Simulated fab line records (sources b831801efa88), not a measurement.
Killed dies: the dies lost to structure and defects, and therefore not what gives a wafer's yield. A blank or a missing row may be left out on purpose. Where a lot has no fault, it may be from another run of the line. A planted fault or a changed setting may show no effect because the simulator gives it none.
Comparing a struck lot with a sound one / flow sky130 / 43 steps out of a route of 708
Sound: these wafers, L940.4, L940.5, L940.6. Struck: wafers L946.3, L946.5, L946.6. The cause is named last.
For every step that has rows: the tool of each side, followed by ch and its chambers, followed by its first start. Under that, the readings that differ: sound wafers / struck wafers / difference of the means / sigmas: that difference in standard deviations of wafers without a fault.
alike: a reading whose means differ by less than 2 such deviations, as well as words and numbers matching on both sides. not compared: withheld readings; readings where some wafer has no value; bounds like >300 that might hide an equal value; numbers whose values overlap and for which the record gives no deviation.
The two part at a step that has a row with sigmas, a row that says differs or no value, or rows on one side only. Numbers that have no deviation but don't overlap get no sigmas and don't part them. A reading missing from all wafers of one side parts the sides only when that side holds two or more wafers.

first, 8 steps without rows for these wafers: SKY_METAL3_DEHYDRATE_05 (time 60 s); SKY_METAL3_HMDS_06 (prime time 60 s); SKY_METAL3_COAT_07 (resist thk 60 nm); SKY_METAL3_COAT_08 (resist thk 1140 nm); SKY_METAL3_SOFTBAKE_09 (time 90 s); SKY_METAL3_EXPOSE_10 (exposes mask MM3, target cd 300 nm); SKY_METAL3_PEB_11; SKY_METAL3_DEVELOP_12 (develop time 60 s).
SKY_METAL3_CD_MEAS_13: target cd 300 nm.
  struck on cdSem-02, day 40 23:16; sound on cdSem-01, day 38 19:33
  alike: cdNm
SKY_METAL3_OVL_MEAS_14:
  struck on overlay-01, day 40 23:22; sound on overlay-02, day 38 19:38
  alike: METAL3_OVL
SKY_METAL3_DESCUM_15: chemistry O2, time 8 s.
  sound on rieMetal-03 ch 0,1, day 38 19:40; struck on rieMetal-01 ch 0,1, day 40 23:23
  alike: drypumpMotorCurrentA, oesProductAu
  not compared: rfHoursCounterH
then, 1 step without rows for these wafers: SKY_METAL3_ETCH_16 (etches BARC in N2/H2, stops on SiO2, time 88.2 s, target depth 60 nm).
SKY_METAL3_ETCH_17: etches SiO2 in C4F8/O2/Ar, stops on TiN, time 3.9 s, target depth 15 nm.
  sound on rieDiel-02 ch 1,2,3, day 38 19:47; struck on rieDiel-01 ch 0,1, day 40 23:31
  alike: oesProductAu
  not compared: rfHoursCounterH
then, 6 steps without rows for these wafers: SKY_METAL3_METAL_ETCH_18 (etches the open film in Cl2/BCl3, stops on SiO2, target depth 845 nm, time 183.1 s); SKY_METAL3_STRIP_19 (strips in O2/N2); SKY_METAL3_STRIP_20 (strips in post etch residue remover, time 1200 s); SKY_METAL3_CLEAN_21 (cleans in IPA, time 180 s); SKY_METAL3_CLEAN_22 (cleans in O3/DIW); SKY_VIA3_HDPCVD_00 (deposits SiO2, target thk 1635 nm, time 272.5 s).
SKY_VIA3_THK_MEAS_01:
  struck on filmMetro-02, day 41 00:29; sound on filmMetro-03, day 38 20:46
reading=VIA3_HDPCVD_THK (nm); sound=1654 1638 1648; struck=1569 1584 1587; difference=-67; sigmas=-3
then, 1 step without rows for these wafers: SKY_VIA3_CMP_02 (polishes SiO2).
SKY_VIA3_BOW_MEAS_03:
  struck on filmMetro-02, day 41 00:52; sound on filmMetro-01, day 38 21:14
  alike: VIA3_BOW
then, 8 steps without rows for these wafers: SKY_VIA3_DEHYDRATE_04 (time 60 s); SKY_VIA3_HMDS_05 (prime time 60 s); SKY_VIA3_COAT_06 (resist thk 60 nm); SKY_VIA3_COAT_07 (resist thk 450 nm); SKY_VIA3_SOFTBAKE_08 (time 90 s); SKY_VIA3_EXPOSE_09 (exposes mask VIM3, target cd 200 nm); SKY_VIA3_PEB_10; SKY_VIA3_DEVELOP_11 (develop time 60 s).
SKY_VIA3_CD_MEAS_12: target cd 200 nm.
  struck on cdSem-01, day 42 06:28; sound on cdSem-01, day 39 22:06
reading=cdNm (nm); sound=200.9 200.9 202.0; struck=196.8 197.7 198.1; difference=-3.7; sigmas=-3
SKY_VIA3_OVL_MEAS_13:
  struck on overlay-02, day 42 06:34; sound on overlay-01, day 39 22:11
  alike: VIA3_OVL
SKY_VIA3_ETCH_14: etches BARC in N2/H2, stops on SiO2, time 47.72 s, target depth 60 nm.
  sound on rieDiel-03 ch 0,1,3, day 39 22:12; struck on rieDiel-04 ch 0,3, day 42 06:35
  alike: drypumpMotorCurrentA, oesProductAu, throttleValvePct
  not compared: rfHoursCounterH
SKY_VIA3_ETCH_15: etches SiO2 in C4F8/O2/Ar, stops on TiN, target depth 507 nm, time 78 s.
  sound on rieDiel-03 ch 0,1,3, day 39 22:14; struck on rieDiel-04 ch 0,3, day 42 06:37
  alike: oesProductAu
  not compared: rfHoursCounterH
SKY_VIA3_STRIP_16: strips in O2/N2.
  sound on plasmaAsher-01 ch 0,1, day 39 22:20; struck on plasmaAsher-04 ch 0,1, day 42 06:43
  alike: drypumpMotorCurrentA, oesProductAu, stripTimeToEndpointS
  not compared: rfHoursCounterH
then, 3 steps without rows for these wafers: SKY_VIA3_STRIP_17 (strips in post etch residue remover, time 1200 s); SKY_VIA3_CLEAN_18 (cleans in IPA, time 180 s); SKY_VIA3_CLEAN_19 (cleans in O3/DIW).
SKY_VIA3_SPUTTER_20: material TiN, target thk 20 nm, time 80 s.
  struck on pvdSputter-01, day 42 07:16; sound on pvdSputter-01, day 39 22:53
  alike: throttleValvePct
then, 1 step without rows for these wafers: SKY_VIA3_CVD_21 (deposits W, target thk 390 nm, time 117.31 s).
SKY_VIA3_RS_MEAS_22: the measuring method here is four-point-probe.
  struck on filmMetro-03, day 42 07:30; sound on filmMetro-03, day 39 23:08
  alike: VIA3_W_RS
SKY_VIA3_THK_MEAS_23: measures by xrf.
  struck on filmMetro-03, day 42 07:36; sound on filmMetro-03, day 39 23:14
  alike: VIA3_W_THK
-- the record jumps here: 6 days lie between the struck wafers' starts before and after (it left off in module VIA3 and takes up again in module PAD_OPEN, whose first step shown is number 708 of the route) --
SKY_PAD_OPEN_PROBE_99:
  struck on prober-01, day 48 00:12; sound on prober-01, day 45 23:17
reading=defectLimitedYield (%); sound=83.1 83.9 82.7; struck=76.6 73.4 77.2; difference=-7.5; sigmas=-4
reading=killed_at_M0_to_M3; sound=37 30 46; struck=86 84 69; difference=+42; sigmas=+5
reading=killedDies; sound=83 79 85; struck=115 131 112; difference=+37; sigmas=+4
reading=sort_bin_3_pad_short (%); sound=0.6 0.6 0.8; struck=2.2 2.2 1.8; difference=+1.4; sigmas=+3
reading=sort_bin_5_function (%); sound=10.0 9.8 10.4; struck=15.0 14.8 14.6; difference=+4.7; sigmas=+3
reading=sortNPass; sound=409 413 407; struck=377 361 380; difference=-37; sigmas=-4
reading=sortYieldPct (%); sound=83.1 83.9 82.7; struck=76.6 73.4 77.2; difference=-7.5; sigmas=-4
reading=model.etest.tester.sortNPass; sound=409 413 407; struck=377 361 380; difference=-37; sigmas=
reading=model.etest.tester.sortYieldPct (%); sound=83.13 83.94 82.72; struck=76.63 73.37 77.24; difference=-7.52; sigmas=
reading=model.etest.tester.sort_bin_5_pct (%); sound=9.959 9.756 10.37; struck=15.04 14.84 14.63; difference=+4.81; sigmas=
reading=model.etest.tester.sort_bin_3_pct (%); sound=0.6098 0.6098 0.813; struck=2.236 2.236 1.829; difference=+1.423; sigmas=
  alike: killed_at_M4_up, killedAtContacts, killedAtFrontEnd, killedAtOther, killedOpen, killedShort, sort_bin_6_memory

WHERE THEY PART
Earliest at SKY_VIA3_THK_MEAS_01; latest, in this record, at SKY_PAD_OPEN_PROBE_99.

WHY: what the simulator had put in
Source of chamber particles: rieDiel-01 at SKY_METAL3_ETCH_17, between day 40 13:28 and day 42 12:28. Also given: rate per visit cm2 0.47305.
